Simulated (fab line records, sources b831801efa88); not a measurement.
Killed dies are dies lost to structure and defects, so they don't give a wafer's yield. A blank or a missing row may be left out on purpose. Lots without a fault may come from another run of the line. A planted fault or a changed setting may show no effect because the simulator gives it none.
Problem report in the 8D (eight disciplines) form, filled by code | flow sfq_line | the parts of the form that need people (team, actions taken, sign-off) are left out

1. THE PROBLEM
run_length_s at SFQ_TRILAYER_M0_BARC_OPEN_METAL_ETCH_031 reads a mean of 79.1 s on 4 wafers of 2 lots; wafers without a fault read 70.1 s with a standard deviation of 0.3. That is +30 standard deviations from the usual mean.
The step: etches BARC in O2, target depth 125 nm, time 41.7 s.
First seen on wafer L116.2, day 13 18:20, on rie_metal-03. The record holds 42 wafers of 14 lots with a number at this step. Rule for "out", or "out of limits": more than 4 standard deviations from the usual mean. The other wafers with a number count as sound.

2. WHAT IT IS AND WHAT IT IS NOT
question                    | is                             | is not
which readings at this step | run_length_s, oes_product_au   | drypump_motor_current_A
which lots                  | L116, L118                     | L102, L105, L106, L107, L108, L109, L115, L117, L121, L122, L123, L125
which wafers of those lots  | L116.2, L116.6, L118.2, L118.6 | L116.1, L118.5
read on which tools         | rie_metal-03                   | rie_metal-01, rie_metal-04
when                        | from day 13 18:20              | up to then (22 sound wafers); but 16 sound wafers of L117, L118, L121, L122, L123, L125 came after

3. SUSPECTS, AND WHAT RULES EACH OUT
Counting: a tool at a process step up to the reading stays a suspect if it ran every lot that is out. Sound lots after the first of them don't rule it out here, since some wafers of a struck lot are sound.
- rie_metal-03 at SFQ_TRILAYER_M0_BARC_OPEN_METAL_ETCH_031 (etches BARC in O2, target depth 125 nm, time 41.7 s): kept. It ran every lot that is out, first L116 (day 13 18:20); its last sound lot up to then is L108 (day 13 07:29). Its own readings are out on those wafers: oes_product_au, run_length_s.
Left after counting: rie_metal-03 at SFQ_TRILAYER_M0_BARC_OPEN_METAL_ETCH_031.

4. THE CAUSE (what the simulator had put in)
Process parameter drift: rie_metal-03, from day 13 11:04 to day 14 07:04, at SFQ_TRILAYER_M0_BARC_OPEN_METAL_ETCH_031. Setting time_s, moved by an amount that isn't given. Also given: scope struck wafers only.
Counting left only this tool.

5. THE CHAIN OF EFFECTS, in route order
Each row: a reading whose mean over the struck wafers that have a number lies more than 3 standard deviations from the usual. Only readings for which the record gives a usual standard deviation are gone through. hours: the time from each lot's start at the first step in this table that gives one to its start at this step, as a median over the lots. sigmas: the change in usual standard deviations.
hours | step                                     | reading        | usual      | on struck wafers | change | sigmas
0     | SFQ_TRILAYER_M0_BARC_OPEN_METAL_ETCH_031 | oes_product_au | 0.685 a.u. | 0.632            | -0.053 | -12
0     | SFQ_TRILAYER_M0_BARC_OPEN_METAL_ETCH_031 | run_length_s   | 70.1 s     | 79.1             | +9.0   | +30
The process steps in it:
- SFQ_TRILAYER_M0_BARC_OPEN_METAL_ETCH_031: etches BARC in O2, target depth 125 nm, time 41.7 s.
Later measuring or inspecting steps at which every struck wafer that the step has a row for has a number for every such reading, and none has moved that far: SFQ_I2_BOW_MEAS_917.

6. WHAT WOULD HAVE CAUGHT IT SOONER
In this record the first reading out of limits was taken at day 13 18:20, 7 hours after the fault began at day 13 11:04.
